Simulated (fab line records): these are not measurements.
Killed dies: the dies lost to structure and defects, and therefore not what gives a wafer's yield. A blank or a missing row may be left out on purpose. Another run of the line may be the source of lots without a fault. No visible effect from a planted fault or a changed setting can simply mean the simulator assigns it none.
Which tool was responsible? + flow gf180mcu + 72 wafers from 24 lots sampled at 4 of the route's 602 steps

== WHAT EACH GAUGE READ, for each wafer ==
GF_V2_THK_MEAS_03. Usual: V2_CVD_02_THK gives 851 nm (standard deviation 13).
| lot  | measured     | on            | V2_CVD_02_THK (nm) | flag |
|------|--------------|---------------|--------------------|------|
| L074 | day 19 07:28 | film-metro-03 | 835 846 844        |      |
| L075 | day 20 00:55 | film-metro-04 | 857 866 871        |      |
| L076 | day 20 17:51 | film-metro-04 | 854 849 854        |      |
| L077 | day 20 17:53 | film-metro-01 | 830 840 846        |      |
| L078 | day 21 01:56 | film-metro-01 | 837 834 854        |      |
| L079 | day 21 16:36 | film-metro-03 | 838 853 857        |      |
| L080 | day 21 16:43 | film-metro-01 | 863 863 877        |      |
| L081 | day 22 05:31 | film-metro-01 | 861 857 864        |      |
| L082 | day 22 22:37 | film-metro-03 | 853 867 873        |      |
| L084 | day 22 23:43 | film-metro-01 | 843 862 872        |      |
| L083 | day 23 00:09 | film-metro-01 | 848 864 876        |      |
| L085 | day 23 13:43 | film-metro-03 | 870 863 883        |      |
| L086 | day 23 16:02 | film-metro-03 | 836 850 849        |      |
| L087 | day 24 11:46 | film-metro-04 | 836 823 845        |      |
| L088 | day 24 12:27 | film-metro-01 | 843 845 853        |      |
| L089 | day 25 00:31 | film-metro-04 | 830 853 839        |      |
| L090 | day 25 01:17 | film-metro-04 | 865 861 856        |      |
| L091 | day 25 05:28 | film-metro-01 | 855 855 865        |      |
| L092 | day 25 13:05 | film-metro-01 | 831 839 848        |      |
| L094 | day 25 22:46 | film-metro-04 | 838 841 853        |      |
| L093 | day 26 03:10 | film-metro-04 | 855 856 852        |      |
| L095 | day 26 05:51 | film-metro-03 | 840 832 835        |      |
| L096 | day 26 14:56 | film-metro-03 | 849 846 856        |      |
| L097 | day 26 16:31 | film-metro-03 | 830 832 842        |      |

GF_M3_RS_MEAS_05: a four-point-probe measurement. Usual: M3_ALCU_RS gives 0.0694 ohm/sq (standard deviation 0.00071).
| lot  | measured     | on            | M3_ALCU_RS (ohm/sq)  | flag |
|------|--------------|---------------|----------------------|------|
| L074 | day 20 09:43 | film-metro-04 | 0.0679 0.0681 0.0689 |      |
| L075 | day 21 02:39 | film-metro-01 | 0.0701 0.0703 0.0704 |      |
| L076 | day 21 19:34 | film-metro-04 | 0.0681 0.0691 0.0692 |      |
| L077 | day 21 19:16 | film-metro-02 | 0.0686 0.0687 0.0687 |      |
| L078 | day 22 04:13 | film-metro-02 | 0.0708 0.0695 0.0703 |      |
| L079 | day 22 17:35 | film-metro-02 | 0.0694 0.0699 0.0700 |      |
| L080 | day 22 18:20 | film-metro-02 | 0.0719 0.0703 0.0712 |      |
| L081 | day 23 07:04 | film-metro-02 | 0.0690 0.0690 0.0690 |      |
| L082 | day 23 23:01 | film-metro-01 | 0.0685 0.0682 0.0683 |      |
| L084 | day 24 00:22 | film-metro-02 | 0.0693 0.0694 0.0686 |      |
| L083 | day 24 01:04 | film-metro-02 | 0.0689 0.0688 0.0693 |      |
| L085 | day 24 13:29 | film-metro-01 | 0.0691 0.0696 0.0692 |      |
| L086 | day 24 15:35 | film-metro-01 | 0.0699 0.0699 0.0708 |      |
| L087 | day 25 10:49 | film-metro-01 | 0.0694 0.0691 0.0694 |      |
| L088 | day 25 12:17 | film-metro-04 | 0.0697 0.0709 0.0687 |      |
| L089 | day 25 23:43 | film-metro-04 | 0.0690 0.0691 0.0691 |      |
| L090 | day 26 00:41 | film-metro-01 | 0.0686 0.0690 0.0689 |      |
| L091 | day 26 04:24 | film-metro-04 | 0.0691 0.0696 0.0693 |      |
| L092 | day 26 11:23 | film-metro-04 | 0.0693 0.0695 0.0694 |      |
| L094 | day 26 21:40 | film-metro-01 | 0.0693 0.0690 0.0692 |      |
| L093 | day 27 01:25 | film-metro-04 | 0.0694 0.0694 0.0696 |      |
| L095 | day 27 03:58 | film-metro-04 | 0.0703 0.0697 0.0693 |      |
| L096 | day 27 13:27 | film-metro-04 | 0.0691 0.0697 0.0692 |      |
| L097 | day 27 14:54 | film-metro-01 | 0.0696 0.0700 0.0700 |      |

== EACH LOT AND THE TOOL THAT RAN IT (in order: tool; ch and the chambers of the sampled wafers; start) ==
| lot  | GF_M2_SPUTTER_00             | GF_M3_SPUTTER_02             |
|------|------------------------------|------------------------------|
| L074 | pvd-sputter-04, day 18 06:25 | pvd-sputter-01, day 20 09:35 |
| L075 | pvd-sputter-04, day 18 22:55 | pvd-sputter-01, day 21 02:32 |
| L076 | pvd-sputter-04, day 19 16:19 | pvd-sputter-02, day 21 19:29 |
| L077 | pvd-sputter-01, day 19 16:29 | pvd-sputter-04, day 21 19:11 |
| L078 | pvd-sputter-01, day 20 00:29 | pvd-sputter-02, day 22 04:07 |
| L079 | pvd-sputter-01, day 20 14:40 | pvd-sputter-04, day 22 17:29 |
| L080 | pvd-sputter-04, day 20 15:11 | pvd-sputter-02, day 22 18:14 |
| L081 | pvd-sputter-04, day 21 05:20 | pvd-sputter-04, day 23 06:58 |
| L082 | pvd-sputter-01, day 21 22:31 | pvd-sputter-04, day 23 22:56 |
| L084 | pvd-sputter-01, day 21 23:44 | pvd-sputter-02, day 24 00:17 |
| L083 | pvd-sputter-03, day 21 23:59 | pvd-sputter-04, day 24 00:56 |
| L085 | pvd-sputter-04, day 22 14:38 | pvd-sputter-01, day 24 13:23 |
| L086 | pvd-sputter-03, day 22 15:50 | pvd-sputter-04, day 24 15:28 |
| L087 | pvd-sputter-04, day 23 12:05 | pvd-sputter-04, day 25 10:43 |
| L088 | pvd-sputter-01, day 23 13:48 | pvd-sputter-02, day 25 12:11 |
| L089 | pvd-sputter-04, day 24 01:52 | pvd-sputter-01, day 25 23:35 |
| L090 | pvd-sputter-03, day 24 02:56 | pvd-sputter-01, day 26 00:32 |
| L091 | pvd-sputter-01, day 24 06:34 | pvd-sputter-04, day 26 04:17 |
| L092 | pvd-sputter-01, day 24 14:35 | pvd-sputter-04, day 26 11:15 |
| L094 | pvd-sputter-04, day 25 00:48 | pvd-sputter-02, day 26 21:34 |
| L093 | pvd-sputter-03, day 25 05:10 | pvd-sputter-01, day 27 01:17 |
| L095 | pvd-sputter-03, day 25 07:21 | pvd-sputter-02, day 27 03:52 |
| L096 | pvd-sputter-03, day 25 17:07 | pvd-sputter-04, day 27 13:20 |
| L097 | pvd-sputter-03, day 25 20:13 | pvd-sputter-01, day 27 14:47 |
- GF_M2_SPUTTER_00: material Ti, target thk 37.5 nm, time 150 s.
- GF_M3_SPUTTER_02: material AlCu, target thk 450 nm, time 23.9 s.

== AS READ BY THE TOOLS THEMSELVES (means over the sampled wafers that have a number; for cases with no such wafer, the mark the record gives instead) ==
GF_M2_SPUTTER_00. Usual: throttle-valve-pct at 29.7 %, with a standard deviation of 1.5.
| lot  | tool           | throttle-valve-pct (%) | flag |
|------|----------------|------------------------|------|
| L074 | pvd-sputter-04 | 29.0                   |      |
| L075 | pvd-sputter-04 | 29.9                   |      |
| L076 | pvd-sputter-04 | 30.1                   |      |
| L077 | pvd-sputter-01 | 30.2                   |      |
| L078 | pvd-sputter-01 | 30.5                   |      |
| L079 | pvd-sputter-01 | 30.6                   |      |
| L080 | pvd-sputter-04 | 29.4                   |      |
| L081 | pvd-sputter-04 | 28.9                   |      |
| L082 | pvd-sputter-01 | 30.6                   |      |
| L084 | pvd-sputter-01 | 28.4                   |      |
| L083 | pvd-sputter-03 | 29.9                   |      |
| L085 | pvd-sputter-04 | 29.4                   |      |
| L086 | pvd-sputter-03 | 30.0                   |      |
| L087 | pvd-sputter-04 | 29.3                   |      |
| L088 | pvd-sputter-01 | 28.9                   |      |
| L089 | pvd-sputter-04 | 29.3                   |      |
| L090 | pvd-sputter-03 | 29.9                   |      |
| L091 | pvd-sputter-01 | 29.7                   |      |
| L092 | pvd-sputter-01 | 29.6                   |      |
| L094 | pvd-sputter-04 | 29.0                   |      |
| L093 | pvd-sputter-03 | 29.3                   |      |
| L095 | pvd-sputter-03 | 29.7                   |      |
| L096 | pvd-sputter-03 | 30.1                   |      |
| L097 | pvd-sputter-03 | 29.4                   |      |

GF_M3_SPUTTER_02. Usual: throttle-valve-pct at 29.8 %, with a standard deviation of 1.4.
| lot  | tool           | throttle-valve-pct (%) | flag |
|------|----------------|------------------------|------|
| L074 | pvd-sputter-01 | 29.7                   |      |
| L075 | pvd-sputter-01 | 29.6                   |      |
| L076 | pvd-sputter-02 | 29.8                   |      |
| L077 | pvd-sputter-04 | 29.1                   |      |
| L078 | pvd-sputter-02 | 29.9                   |      |
| L079 | pvd-sputter-04 | 28.5                   |      |
| L080 | pvd-sputter-02 | 29.7                   |      |
| L081 | pvd-sputter-04 | 30.2                   |      |
| L082 | pvd-sputter-04 | 28.2                   |      |
| L084 | pvd-sputter-02 | 30.1                   |      |
| L083 | pvd-sputter-04 | 30.2                   |      |
| L085 | pvd-sputter-01 | 29.2                   |      |
| L086 | pvd-sputter-04 | 28.8                   |      |
| L087 | pvd-sputter-04 | 29.5                   |      |
| L088 | pvd-sputter-02 | 29.8                   |      |
| L089 | pvd-sputter-01 | 28.4                   |      |
| L090 | pvd-sputter-01 | 30.6                   |      |
| L091 | pvd-sputter-04 | 30.3                   |      |
| L092 | pvd-sputter-04 | 30.7                   |      |
| L094 | pvd-sputter-02 | 30.4                   |      |
| L093 | pvd-sputter-01 | 29.0                   |      |
| L095 | pvd-sputter-02 | 30.4                   |      |
| L096 | pvd-sputter-04 | 29.9                   |      |
| L097 | pvd-sputter-01 | 28.8                   |      |

== THE ANSWER, worked out from the rows above alone ==
Rule: a lot counts as off when the mean over its wafers that have a number is more than 3 standard deviations away from the usual mean. A lot without any number at a reading at which 4 lots or more have one is off too. Where the step has rows for the other lots, those lots are counted as sound. Order of review: gauges by route order, followed by the tools' own readings, for which a lot's mean as printed above is used. The first step at which some lot is off is used, and at that step the reading that is off furthest; a lot without a number counts as furthest.
None of the lots is off at any reading shown; this tells nothing.

== WHAT HAD BEEN PUT IN BY THE SIMULATOR ==
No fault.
